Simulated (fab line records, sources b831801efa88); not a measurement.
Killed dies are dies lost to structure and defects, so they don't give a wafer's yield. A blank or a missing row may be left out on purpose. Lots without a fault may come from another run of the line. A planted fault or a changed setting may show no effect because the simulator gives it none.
Chamber matching | flow sky130 | SKY_POLY_CUT_ETCH_11 on rie_diel-04: 4 sister chambers
The step etches Si3N4 in CF4/CH2F2/Ar, stops on poly-Si, time 42.5 s, target depth 60 nm. 8 wafers are shown with their chamber, then 8 later ones without.

WAFERS WITH THEIR CHAMBER
wafer  | chamber | drypump_motor_current_A (A) | oes_product_au (a.u.)
L622.1 | 3       | 6.2                         | 0.837
L622.5 | 3       | 6.1                         | 0.839
L627.2 | 0       | 5.3                         | 0.838
L627.6 | 2       | 5.5                         | 0.829
L634.1 | 0       | 5.3                         | 0.830
L634.2 | 2       | 5.5                         | 0.824
L634.3 | 1       | 5.8                         | 0.832
L635.4 | 1       | 5.8                         | 0.818

WAFERS WITHOUT THEIR CHAMBER
wafer  | drypump_motor_current_A (A) | oes_product_au (a.u.)
L635.5 | 5.8                         | 0.832
L635.6 | 5.5                         | 0.829
L637.4 | 5.5                         | 0.826
L637.5 | 6.2                         | 0.829
L637.6 | 5.3                         | 0.831
L638.1 | 5.3                         | 0.834
L638.3 | 5.8                         | 0.836
L638.4 | 6.2                         | 0.833

WHICH CHAMBER EACH WENT THROUGH
wafer  | from the rows above | in truth
L635.5 | 1                   | 1
L635.6 | 2                   | 2
L637.4 | 2                   | 2
L637.5 | 3                   | 3
L637.6 | 0                   | 0
L638.1 | 0                   | 0
L638.3 | 1                   | 1
L638.4 | 3                   | 3
Placed correctly: 8 of 8. Can't be placed from these rows: 0. Placed wrongly: 0.
How it was worked out, from the rows above alone: a wafer's distance from a chamber is the root of the sum, over the readings, of the square of ((its reading less the chamber's mean) divided by the reading's scatter). The wafer belongs to the nearest chamber; if the next one is less than 2 further off, it can't be placed. A chamber's mean is the mean of its shown wafers. The scatter: the root of (the sum of the squares of (reading less its chamber's mean) over the shown wafers, divided by (wafers less chambers)).
